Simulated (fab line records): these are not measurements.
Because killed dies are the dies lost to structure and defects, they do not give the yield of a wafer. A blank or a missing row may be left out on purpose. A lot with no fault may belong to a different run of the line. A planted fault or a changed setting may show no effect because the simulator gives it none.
Comparing a struck lot with a sound one || flow gf180mcu || 15 steps out of a route of 602
Sound: these wafers, L190.1, L190.2, L190.5. Struck: wafer L185.2 (L185.5, L185.6, from the same lot, were not struck and are left out); the cause is given at the end.
Order at every step that has rows: each side's tool, ch and its chambers, its first start. Under that, the readings that differ: sound wafers || struck wafers || difference of the means || sigmas: that difference in standard deviations of wafers without a fault.
alike: same words and numbers on both sides, and readings whose means sit less than 2 such deviations apart. not compared: any withheld reading, any reading some wafer has no value for, any bound like >300 that may hide the same value, and any number with overlapping values for which the record gives no deviation.
Wherever a step has rows on one side only, a row that says differs or no value, or a row with sigmas, the two part there. Non-overlapping numbers with no deviation appear without sigmas and do not part them. A reading that every wafer of one side lacks parts them only if that side has two wafers or more.

GF_PSD_RS_MEAS_15: a four-point-probe measurement.
  sound: film-metro-02 at day 18 18:24; struck: film-metro-02 at day 17 05:53
  alike: PSD_RS
GF_SAB_CVD_00: deposits SiO2 from TEOS, target thk 50 nm, time 4.9302 s.
  sound on pecvd-02 ch 0,1,2, day 18 18:31; struck on pecvd-01 ch 1, day 17 05:59
  alike: heater-power-w
  not compared: since-wet-clean-h
GF_SAB_THK_MEAS_01:
  sound: film-metro-04 at day 18 18:35; struck: film-metro-04 at day 17 06:04
  alike: SAB_CVD_00_THK
then, 7 steps without rows for these wafers: GF_SAB_DEHYDRATE_02 (time 60 s); GF_SAB_HMDS_03 (prime time 60 s); GF_SAB_COAT_04 (resist thk 1000 nm); GF_SAB_SOFTBAKE_05 (time 60 s); GF_SAB_EXPOSE_06 (exposes mask SAB, target cd 420 nm); GF_SAB_PEB_07; GF_SAB_DEVELOP_08 (develop time 60 s).
GF_SAB_CD_MEAS_09: the cd target is 420 nm.
  sound: cd-sem-02 at day 19 19:10; struck: cd-sem-01 at day 18 04:56
  alike: cd-nm
GF_SAB_OVL_MEAS_10:
  sound: overlay-02 at day 19 19:17; struck: overlay-02 at day 18 05:02
  alike: SAB_OVL
GF_SAB_ETCH_11: etches SiO2 in C4F8/O2/Ar, target depth 55 nm, time 8.5 s.
  sound on rie-diel-01 ch 1,2,3, day 19 19:19; struck on rie-diel-03 ch 2, day 18 05:04
{"reading": "rf-fwd-power-W (W)", "sound": "1491 1465 1472", "struck": 1700, "difference": "+224", "sigmas": "+24"}
{"reading": "model.etch.depth-nm (nm)", "sound": "56.27 54.57 56.85", "struck": 58.1, "difference": "+2.2", "sigmas": ""}
{"reading": "model.SAB.feature-depth-nm (nm)", "sound": "56.27 54.57 56.85", "struck": 58.1, "difference": "+2.2", "sigmas": ""}
  alike: oes-product-au
  not compared: rf-hours-counter-h
then, 1 step without rows for these wafers: GF_SAB_WET_ETCH_12 (etches SiO2 in dHF, target depth 22 nm, time 440 s).
GF_PASSIVATION_PROBE_99:
  rows exist in the record for the sound wafers here (prober-01, day 32 15:07), none for the struck ones

== WHERE THEY PART ==
At GF_SAB_ETCH_11 first; at GF_PASSIVATION_PROBE_99 last (within this record only).

WHY: what the simulator had put in
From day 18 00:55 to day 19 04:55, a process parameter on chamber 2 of rie-diel-03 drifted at GF_SAB_ETCH_11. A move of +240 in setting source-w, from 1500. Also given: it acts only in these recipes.
